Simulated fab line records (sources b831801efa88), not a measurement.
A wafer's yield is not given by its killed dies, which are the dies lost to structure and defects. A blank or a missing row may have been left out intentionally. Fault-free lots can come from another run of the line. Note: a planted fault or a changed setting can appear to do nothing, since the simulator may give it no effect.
Which tool did it?	flow gf180mcu	36 wafers from 12 lots sampled at 4 of the route's 602 steps

## WHAT EACH GAUGE READ, for each wafer
GF_LVPWELL_OVL_MEAS_07.
lot	measured	on	LVPWELL_OVL (nm)
L423	day 4 03:13	overlay-02	1.1 1.4 0.4
L425	day 4 13:22	overlay-01	2.1 2.2 0.5
L429	day 5 16:46	overlay-01	0.7 0.8 1.3
L430	day 5 19:32	overlay-01	1.0 1.1 2.3
L432	day 6 09:20	overlay-01	- - -
L433	day 6 12:08	overlay-02	- - -
L435	day 6 22:52	overlay-02	0.9 1.3 0.5
L441	day 8 09:02	overlay-01	-0.1 1.4 1.1
L442	day 8 13:49	overlay-02	0.8 1.3 -0.4
L443	day 8 18:26	overlay-02	1.4 3.4 0.6
L444	day 9 02:35	overlay-01	-0.3 -1.2 -1.2
L445	day 9 05:31	overlay-02	-0.1 0.0 0.5

GF_MVPSD_TW_MEAS_11.
lot	measured	on	MVPSD_TW
L423	day 5 08:35	film metro-01	550.2 552.5 554.6
L425	day 5 19:38	film metro-03	558.3 554.9 556.5
L429	day 7 00:18	film metro-04	551.1 549.5 551.9
L430	day 7 04:01	film metro-04	548.3 549.6 549.5
L432	day 7 16:57	film metro-01	691.3 695.1 695.1
L433	day 7 21:05	film metro-01	687.6 692.5 692.3
L435	day 8 07:25	film metro-01	556.1 552.5 555.6
L441	day 9 21:33	film metro-04	549.7 551.5 551.6
L442	day 10 00:58	film metro-04	551.2 548.7 547.6
L443	day 10 05:35	film metro-03	549.4 551.0 553.9
L444	day 10 14:23	film metro-04	546.6 549.4 546.2
L445	day 10 18:20	film metro-04	547.3 549.4 550.0

GF_VT_IMPLANT_TW_MEAS_10.
lot	measured	on	VT_IMPLANT_TW
L423	day 5 23:19	film metro-02	570 567 570
L425	day 6 11:20	film metro-01	565 566 562
L429	day 7 16:42	film metro-02	567 570 570
L430	day 7 20:34	film metro-04	563 561 561
L432	day 8 09:41	film metro-01	701 704 703
L433	day 8 13:23	film metro-02	704 704 702
L435	day 8 23:31	film metro-04	557 555 558
L441	day 10 15:11	film metro-04	559 557 559
L442	day 10 19:19	film metro-01	566 565 561
L443	day 10 23:44	film metro-04	557 561 560
L444	day 11 08:59	film metro-01	564 562 567
L445	day 11 13:20	film metro-02	564 566 563

## TOOL THAT RAN EACH LOT (tool first, then ch and the chambers of the sampled wafers, then the start)
lot	GF_LVPWELL_COAT_02
L423	litho track-02 ch 0, day 3 20:08
L425	litho track-03 ch 0, day 4 06:28
L429	litho track-04 ch 0, day 5 09:40
L430	litho track-03 ch 0, day 5 12:20
L432	litho track-03, day 6 02:07
L433	litho track-04, day 6 04:43
L435	litho track-03 ch 0, day 6 14:22
L441	litho track-03 ch 0, day 8 00:37
L442	litho track-04 ch 0, day 8 05:34
L443	litho track-02 ch 0, day 8 09:23
L444	litho track-03 ch 0, day 8 17:40
L445	litho track-04 ch 0, day 8 20:38
- GF_LVPWELL_COAT_02: resist thk 3000 nm.

## AS READ BY THE TOOLS THEMSELVES (means over the sampled wafers that have a number; for cases with no such wafer, the mark the record gives instead)
GF_LVPWELL_COAT_02.
lot	tool	chill plate temp C (C)	dispense pressure kPa (kPa)
L423	litho track-02	23.12	48
L425	litho track-03	22.91	58
L429	litho track-04	23.01	47
L430	litho track-03	22.92	58
L432	litho track-03	-	-
L433	litho track-04	-	-
L435	litho track-03	22.87	58
L441	litho track-03	23.04	58
L442	litho track-04	22.89	47
L443	litho track-02	23.01	48
L444	litho track-03	23.01	58
L445	litho track-04	23.03	47

## THE ANSWER, worked out from the rows above alone
Rule: the lots themselves supply what counts as usual. Put in order of their means at a reading, lots are off if they are a third of the lots or fewer, leave a main group of 4 or more, and stand apart from it by a gap of 3 or more times the standard deviation of the main group's means; of several such gaps the widest counts. A main group is skipped when, at the precision printed for the reading in the tables above, its means are all equal. Also off: a lot with no number at a reading for which 4 or more lots have one. Any other lot the step has rows for is counted as sound. First the gauges in route order, then the tools' own readings, where a lot's mean is used as printed above. The first step at which some lot is off is used, and at that step the reading that is off furthest; a lot without a number counts as furthest.
Off: L432, L433, at GF_LVPWELL_OVL_MEAS_07 (LVPWELL_OVL). Without a number there: L432, L433. The main group has a mean of 0.8 nm with a standard deviation of 0.74.
If a tool, at a process step before that reading, ran all the lots that are off and no sound lot after the first of them, it fits. The gauges at GF_LVPWELL_OVL_MEAS_07 aren't tried: what is off there is off at GF_MVPSD_TW_MEAS_11 too, on other tools, and a gauge's error can't cause that. No candidate that was tried fits.

## WHAT HAD BEEN PUT IN BY THE SIMULATOR
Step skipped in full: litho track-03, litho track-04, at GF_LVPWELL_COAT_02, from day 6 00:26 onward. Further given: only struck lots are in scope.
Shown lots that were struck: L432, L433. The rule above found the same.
